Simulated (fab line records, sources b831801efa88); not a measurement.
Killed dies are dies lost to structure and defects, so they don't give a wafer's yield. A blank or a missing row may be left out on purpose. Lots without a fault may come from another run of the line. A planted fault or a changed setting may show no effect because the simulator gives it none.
Tool commonality check | flow sky130 | 13 lots, 48 wafers sampled

WHY IT WAS OPENED
At SKY_VT_ADJUST_LVTN_TW_MEAS_21 the reading VT_ADJUST_LVTN_2_TW is flagged on 3 of 13 lots. Wafers without a fault read 187.3, standard deviation 1.1.
Rule: a lot is flagged when every wafer of it that has a number lies more than 4 standard deviations from that mean, or none has a number. The other lots count as sound.

lot  | measured     | on            | VT_ADJUST_LVTN_2_TW, wafer by wafer | flag
L641 | day 8 04:58  | film_metro-03 | 187.2 186.9 186.3                   |
L642 | day 8 15:49  | film_metro-01 | 187.2 188.7 188.7                   |
L643 | day 8 18:38  | film_metro-01 | 188.5 188.5 188.5                   |
L646 | day 9 22:35  | film_metro-01 | 227.3 226.7 227.0 228.1 226.7 227.9 | FLAGGED
L649 | day 10 13:34 | film_metro-01 | 229.2 230.3 229.4 229.7 229.3 229.7 | FLAGGED
L650 | day 10 17:50 | film_metro-01 | 188.3 187.8 188.9                   |
L651 | day 11 17:20 | film_metro-03 | 225.6 228.3 227.0 227.5 227.2 228.6 | FLAGGED
L653 | day 12 12:38 | film_metro-01 | 188.6 189.5 188.8                   |
L654 | day 13 05:29 | film_metro-03 | 185.2 185.4 186.8                   |
L655 | day 13 05:40 | film_metro-04 | 188.3 187.2 188.1                   |
L656 | day 13 17:02 | film_metro-03 | 185.6 185.8 185.3                   |
L657 | day 13 18:13 | film_metro-04 | 187.3 188.1 187.4                   |
L659 | day 14 06:16 | film_metro-03 | 186.3 186.8 186.3                   |
The numbers of the flagged lots are 228.1 on average: +40.8 against the usual, or +37 standard deviations.

WHICH TOOL RAN EACH LOT
The record holds 2 process steps before the reading, out of a route of 708 steps. In each cell: the tool, then ch and the chambers that the sampled wafers went through, then the start.
lot  | flag    | SKY_NWELL_STRIP_25                   | SKY_VT_ADJUST_LVTN_IMPLANT_19
L641 |         | plasma_asher-01 ch 0,1, day 5 22:13  | implanter-01 ch 0, day 8 04:43
L642 |         | plasma_asher-04 ch 0,1, day 6 07:08  | implanter-02 ch 0, day 8 15:34
L643 |         | plasma_asher-01 ch 0,1, day 6 10:22  | implanter-01 ch 0, day 8 18:24
L646 | FLAGGED | plasma_asher-01 ch 0,1, day 7 10:01  | implanter-02 ch 0, day 9 22:01
L649 | FLAGGED | plasma_asher-04 ch 0,1, day 7 21:56  | implanter-01 ch 0, day 10 12:46
L650 |         | plasma_asher-04 ch 0,1, day 8 02:31  | implanter-03 ch 0, day 10 17:35
L651 | FLAGGED | plasma_asher-02 ch 0,1, day 8 21:53  | implanter-02 ch 0, day 11 16:46
L653 |         | plasma_asher-01 ch 0,1, day 9 14:37  | implanter-02 ch 0, day 12 12:24
L654 |         | plasma_asher-04 ch 0,1, day 10 04:53 | implanter-02 ch 0, day 13 05:14
L655 |         | plasma_asher-04 ch 0,1, day 10 05:32 | implanter-03 ch 0, day 13 05:25
L656 |         | plasma_asher-02 ch 0,1, day 10 14:41 | implanter-03 ch 0, day 13 16:48
L657 |         | plasma_asher-01 ch 0,1, day 10 15:46 | implanter-01 ch 0, day 13 17:58
L659 |         | plasma_asher-04 ch 0,1, day 11 02:16 | implanter-03 ch 0, day 14 06:01
What these steps do:
- SKY_NWELL_STRIP_25: strips in O2/N2.
- SKY_VT_ADJUST_LVTN_IMPLANT_19
- SKY_VT_ADJUST_LVTN_TW_MEAS_21

FLAGGED OVER TOTAL, TOOL BY TOOL (the gauges that took the reading come last)
step                          | tool            | lots run | flagged | share of the flagged lots | sound lots run after its first flagged lot
SKY_NWELL_STRIP_25            | plasma_asher-01 | 5        | 1       | some                      | 2 (L653,L657)
SKY_NWELL_STRIP_25            | plasma_asher-02 | 2        | 1       | some                      | 1 (L656)
SKY_NWELL_STRIP_25            | plasma_asher-04 | 6        | 1       | some                      | 4 (L650,L654,L655,L659)
SKY_VT_ADJUST_LVTN_IMPLANT_19 | implanter-01    | 4        | 1       | some                      | 1 (L657)
SKY_VT_ADJUST_LVTN_IMPLANT_19 | implanter-02    | 5        | 2       | some                      | 2 (L653,L654)
SKY_VT_ADJUST_LVTN_IMPLANT_19 | implanter-03    | 4        | 0       | none                      | -
SKY_VT_ADJUST_LVTN_TW_MEAS_21 | film_metro-01   | 6        | 2       | some                      | 2 (L650,L653)
SKY_VT_ADJUST_LVTN_TW_MEAS_21 | film_metro-03   | 5        | 1       | some                      | 3 (L654,L656,L659)
SKY_VT_ADJUST_LVTN_TW_MEAS_21 | film_metro-04   | 2        | 0       | none                      | -

WHAT THE TABLE ALLOWS
No row of the table ran every flagged lot.

WHAT THE SIMULATOR HAD PUT IN
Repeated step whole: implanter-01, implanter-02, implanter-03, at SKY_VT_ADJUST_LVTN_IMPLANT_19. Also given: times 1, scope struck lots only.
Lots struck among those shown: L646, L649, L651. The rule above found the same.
